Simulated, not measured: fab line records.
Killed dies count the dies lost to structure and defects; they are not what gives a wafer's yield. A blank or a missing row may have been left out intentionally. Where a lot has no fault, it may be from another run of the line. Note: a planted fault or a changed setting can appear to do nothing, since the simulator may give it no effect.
Problem report in the 8D (eight disciplines) form, filled by code + flow sky130 + the parts of the form that need people (team, actions taken, sign-off) are left out

== 1. WHAT IS WRONG ==
Across 6 wafers from 2 lots, PWDE_TW at SKY_PWDE_TW_MEAS_10 averages 410, while fault-free wafers read 378 with a standard deviation of 4.2. That is +7.5 standard deviations from the usual mean.
First seen on wafer L722.1, day 7 04:27, on filmMetro-02. The record has a number at this step for 36 wafers belonging to 12 lots. By rule, "out" or "out of limits" means more than 4 standard deviations away from the usual mean. All remaining wafers that have a number are taken as sound.

== 2. WHAT THIS IS AND IS NOT ==
| question                    | is                         | is not                                                                          |
|-----------------------------|----------------------------|---------------------------------------------------------------------------------|
| which readings at this step | PWDE_TW                    | -                                                                               |
| which lots                  | L722, L724                 | L709, L711, L712, L714, L715, L716, L720, L725, L726, L727                      |
| which wafers of those lots  | all that have a number     | -                                                                               |
| read on which gauges        | filmMetro-02, filmMetro-03 | filmMetro-01                                                                    |
| when                        | from day 7 04:27           | up to then (21 sound wafers); but 9 sound wafers of L725, L726, L727 came after |

== 3. WHAT RULES OUT EACH SUSPECT ==
Counting: a tool at any process step up to the reading remains a suspect when it ran all the lots that are out and ran no sound lot after the first of those.
- the gauge at SKY_PWDE_TW_MEAS_10: ruled out. The wafers that are out were read on 2 gauges (filmMetro-02, filmMetro-03).
- implanter-03 at SKY_PWDE_IMPLANT_08: kept. Every lot that is out went through it, starting with L722 (day 7 04:12), and after that it ran no sound lot; the last sound lot it ran before then is L716 (day 5 13:53). On those wafers its own readings are out: beamOnS, faradayCurrentUA.
After counting, what remains is implanter-03 at SKY_PWDE_IMPLANT_08.

== 4. THE CAUSE (what the simulator had put in) ==
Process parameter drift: implanter-03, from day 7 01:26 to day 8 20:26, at SKY_PWDE_IMPLANT_08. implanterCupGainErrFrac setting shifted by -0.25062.
The count eliminated every tool but this one.

== 5. THE CHAIN OF EFFECTS, in route order ==
Each row: a reading whose mean over the struck wafers that have a number lies more than 3 standard deviations from the usual. Readings are gone through only where the record gives a usual standard deviation; hours: the median, over the lots, of the time from a lot's start at the first step in this table giving one to that lot's start at this step; sigmas: the change measured in usual standard deviations.
| hours | step                 | reading          | usual       | on struck wafers | change | sigmas |
|-------|----------------------|------------------|-------------|------------------|--------|--------|
| 0     | SKY_PWDE_IMPLANT_08  | beamOnS          | 10.01 s     | 13.38            | +3.37  | +17    |
| 0     | SKY_PWDE_IMPLANT_08  | faradayCurrentUA | 20.3        | 15.2             | -5.1   | -13    |
| 0     | SKY_PWDE_TW_MEAS_10  | PWDE_TW          | 378         | 410              | +32    | +7.5   |
| 42    | SKY_NWELL_RS_MEAS_31 | PWDE_RS          | 5270 ohm/sq | 4208             | -1062  | -59    |
Its process steps:
- SKY_PWDE_IMPLANT_08
Later measuring or inspecting steps at which every struck wafer that the step has a row for has a number for every such reading, and none has moved that far: SKY_SONOS_ONO_THK_MEAS_01, SKY_SD_P_OVL_MEAS_08.

== 6. HOW IT WOULD HAVE BEEN CAUGHT EARLIER ==
In this record the first reading out of limits at a measuring or inspecting step was taken at day 7 04:27, 3 hours after the fault began at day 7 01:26.
Tool's own readings at SKY_PWDE_IMPLANT_08, beamOnS, faradayCurrentUA: out on all struck wafers the step has rows for; an alarm limit on them would have tripped on the first.
Lots out: 2; of these, L724 started SKY_PWDE_IMPLANT_08 on implanter-03 after day 7 04:27. Holding the tool at that time would have saved it.
